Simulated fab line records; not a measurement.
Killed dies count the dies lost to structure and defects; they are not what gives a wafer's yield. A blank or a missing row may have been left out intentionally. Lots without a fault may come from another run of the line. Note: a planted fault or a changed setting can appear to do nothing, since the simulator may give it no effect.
The tool behind it: which one?    flow sky130    33 wafers from 11 lots sampled at 6 of the route's 708 steps

== WHAT THE GAUGES READ, wafer by wafer ==
SKY_SD_N_RS_MEAS_16: a four-point-probe measurement. Usual: SD_N_RS typically reads 68.61 ohm/sq, with standard deviation 0.12.
lot   measured      on             SD_N_RS (ohm/sq)   flag
L209  day 28 18:49  film_metro-02  68.69 68.55 68.67  
L213  day 29 21:46  film_metro-02  68.75 68.68 68.73  
L214  day 29 23:36  film_metro-02  68.78 68.60 68.76  
L215  day 30 10:31  film_metro-03  68.57 68.42 68.64  
L216  day 30 15:16  film_metro-02  68.68 68.63 68.76  
L217  day 31 04:33  film_metro-02  68.79 68.84 68.78  
L218  day 31 09:55  film_metro-02  68.63 68.38 68.65  
L224  day 33 02:12  film_metro-01  72.01 72.00 72.14  OFF
L225  day 33 16:42  film_metro-02  72.09 72.00 72.18  OFF
L229  day 34 12:44  film_metro-02  68.75 68.66 68.78  
L231  day 35 07:42  film_metro-02  68.69 68.57 68.71  

SKY_SD_N_RS_MEAS_17: a four-point-probe measurement. Usual: SD_P_RS typically reads 147.1 ohm/sq, with standard deviation 0.39.
lot   measured      on             SD_P_RS (ohm/sq)   flag
L209  day 28 18:56  film_metro-02  147.2 146.8 147.1  
L213  day 29 21:53  film_metro-02  148.0 148.1 147.9  
L214  day 29 23:43  film_metro-02  147.3 147.1 147.1  
L215  day 30 10:38  film_metro-03  147.1 147.1 146.9  
L216  day 30 15:23  film_metro-02  147.3 146.7 147.4  
L217  day 31 04:40  film_metro-02  147.3 147.7 147.7  
L218  day 31 10:02  film_metro-02  147.1 146.7 146.8  
L224  day 33 02:19  film_metro-01  167.5 167.3 167.2  OFF
L225  day 33 16:49  film_metro-02  166.9 166.8 167.4  OFF
L229  day 34 12:52  film_metro-02  147.3 146.9 147.4  
L231  day 35 07:49  film_metro-02  147.3 146.7 147.1  

SKY_SD_N_RS_MEAS_18: a four-point-probe measurement. Usual: RES_XHIGH_RS typically reads 333.6 ohm/sq, with standard deviation 1.1.
lot   measured      on             RES_XHIGH_RS (ohm/sq)  flag
L209  day 28 19:03  film_metro-02  334.8 334.8 334.2      
L213  day 29 22:01  film_metro-02  333.8 334.9 333.3      
L214  day 29 23:50  film_metro-02  334.2 335.0 334.5      
L215  day 30 10:46  film_metro-03  334.6 334.9 333.3      
L216  day 30 15:31  film_metro-02  332.3 331.1 332.3      
L217  day 31 04:47  film_metro-02  333.7 333.8 333.8      
L218  day 31 10:10  film_metro-02  334.2 335.4 334.8      
L224  day 33 02:26  film_metro-01  335.2 334.9 335.8      
L225  day 33 16:56  film_metro-02  335.1 336.4 335.4      
L229  day 34 12:59  film_metro-02  332.7 332.2 332.2      
L231  day 35 07:56  film_metro-02  333.6 334.0 335.3      

SKY_LI_CONTACT_THK_MEAS_01. Usual: LI_CONTACT_HDPCVD_THK typically reads 927 nm, with standard deviation 11.
lot   measured      on             LI_CONTACT_HDPCVD_THK (nm)  flag
L209  day 28 19:16  film_metro-02  946 914 921                 
L213  day 29 22:14  film_metro-01  919 906 912                 
L214  day 30 00:05  film_metro-01  937 944 927                 
L215  day 30 10:59  film_metro-03  928 942 917                 
L216  day 30 15:45  film_metro-03  932 945 936                 
L217  day 31 05:02  film_metro-01  940 945 936                 
L218  day 31 10:24  film_metro-03  924 930 919                 
L224  day 33 02:40  film_metro-03  919 915 941                 
L225  day 33 17:11  film_metro-01  905 915 901                 
L229  day 34 13:13  film_metro-01  930 931 933                 
L231  day 35 08:10  film_metro-01  918 929 912                 

== TOOL THAT RAN EACH LOT (tool first, then ch and the chambers of the sampled wafers, then the start) ==
lot   SKY_POLY_CUT_ETCH_10                SKY_SD_N_RTA_14
L209  rie_diel-03 ch 0,1, day 25 02:56    rtp_anneal-01 ch 0, day 28 18:37
L213  rie_diel-03 ch 1,2,3, day 26 08:22  rtp_anneal-01 ch 0, day 29 21:35
L214  rie_diel-02 ch 1,3, day 26 09:55    rtp_anneal-02 ch 0, day 29 23:26
L215  rie_diel-01 ch 0,2,3, day 26 21:43  rtp_anneal-01 ch 0, day 30 10:20
L216  rie_diel-02 ch 1,3, day 27 01:32    rtp_anneal-02 ch 0, day 30 15:05
L217  rie_diel-01 ch 0,3, day 27 15:11    rtp_anneal-01 ch 0, day 31 04:22
L218  rie_diel-02 ch 1,2,3, day 27 21:28  rtp_anneal-02 ch 0, day 31 09:44
L224  rie_diel-02 ch 1,3, day 29 14:26    rtp_anneal-02 ch 0, day 33 02:00
L225  rie_diel-02 ch 0,1, day 30 04:49    rtp_anneal-02 ch 0, day 33 16:32
L229  rie_diel-01 ch 0,1,2, day 31 02:07  rtp_anneal-01 ch 0, day 34 12:33
L231  rie_diel-01 ch 0,1, day 31 23:26    rtp_anneal-01 ch 0, day 35 07:28
- SKY_POLY_CUT_ETCH_10: etches BARC in N2/H2, stops on SiO2, time 45.9 s, target depth 60 nm.
- SKY_SD_N_RTA_14: time 2 s.

== AS READ BY THE TOOLS THEMSELVES (means over the sampled wafers that have a number; for cases with no such wafer, the mark the record gives instead) ==
SKY_POLY_CUT_ETCH_10. Usual: drypump_motor_current_A 5.7 A, standard deviation 0.44; oes_product_au 0.855 a.u., standard deviation 0.0049; throttle_valve_pct 13.225 %, standard deviation 0.01.
lot   tool         drypump_motor_current_A (A)  oes_product_au (a.u.)  throttle_valve_pct (%)  flag
L209  rie_diel-03  5.2                          0.855                  13.219                  
L213  rie_diel-03  5.5                          0.857                  13.233                  
L214  rie_diel-02  5.2                          0.860                  13.235                  
L215  rie_diel-01  5.9                          0.855                  13.224                  
L216  rie_diel-02  5.2                          0.853                  13.222                  
L217  rie_diel-01  5.9                          0.850                  13.220                  
L218  rie_diel-02  5.3                          0.858                  13.227                  
L224  rie_diel-02  5.2                          0.859                  13.232                  
L225  rie_diel-02  6.1                          0.858                  13.217                  
L229  rie_diel-01  5.9                          0.857                  13.220                  
L231  rie_diel-01  6.1                          0.855                  13.224                  

SKY_SD_N_RTA_14. Usual: chamber_o2_ppm 2.003, standard deviation 0.02; lamp_power_pct 15.73 %, standard deviation 0.053; ramp_down_c_per_s 90.001, standard deviation 0.017; ramp_up_c_per_s 149.99, standard deviation 0.027; wafer_temp_C_max 1078.0, standard deviation 1.5.
lot   tool           chamber_o2_ppm  lamp_power_pct (%)  ramp_down_c_per_s  ramp_up_c_per_s  wafer_temp_C_max  flag
L209  rtp_anneal-01  2.020           15.70               89.991             149.96           1078.3            
L213  rtp_anneal-01  1.994           15.76               89.989             149.98           1076.7            
L214  rtp_anneal-02  2.004           15.71               89.998             149.99           1079.1            
L215  rtp_anneal-01  2.012           15.69               90.005             149.97           1077.8            
L216  rtp_anneal-02  2.007           15.69               90.002             149.98           1079.3            
L217  rtp_anneal-01  2.012           15.75               90.000             149.99           1079.6            
L218  rtp_anneal-02  2.006           15.79               90.017             150.00           1077.3            
L224  rtp_anneal-02  1.983           14.97               90.010             149.99           1078.5            OFF
L225  rtp_anneal-02  2.033           14.97               89.991             149.99           1078.3            OFF
L229  rtp_anneal-01  2.010           15.75               89.997             150.00           1076.7            
L231  rtp_anneal-01  1.991           15.65               90.014             150.00           1078.3            

== THE ANSWER, worked out from the rows above alone ==
Rule: lot off if the mean of its wafers having a number is beyond 3 standard deviations from the usual mean. A lot without any number at a reading at which 4 lots or more have one is off too. Where the step has rows for the other lots, those lots are counted as sound. After the gauges, taken in route order, come the tools' own readings; for these a lot's mean is taken, as printed above. The first step at which some lot is off is used, and at that step the reading that is off furthest; a lot without a number counts as furthest.
Off: at SKY_SD_N_RS_MEAS_16 (SD_N_RS), L224, L225.
A tool fits if, at a process step before that reading, it ran every lot that is off, and no sound lot after the first of them. Not tried: the gauges at SKY_SD_N_RS_MEAS_16; whatever is off there is also off at SKY_SD_N_RTA_14, on other tools, and gauge error can't account for it. Undecided on this evidence; 2 tools fit (rie_diel-02 at SKY_POLY_CUT_ETCH_10, rtp_anneal-02 at SKY_SD_N_RTA_14).

== WHAT WAS PUT IN BY THE SIMULATOR ==
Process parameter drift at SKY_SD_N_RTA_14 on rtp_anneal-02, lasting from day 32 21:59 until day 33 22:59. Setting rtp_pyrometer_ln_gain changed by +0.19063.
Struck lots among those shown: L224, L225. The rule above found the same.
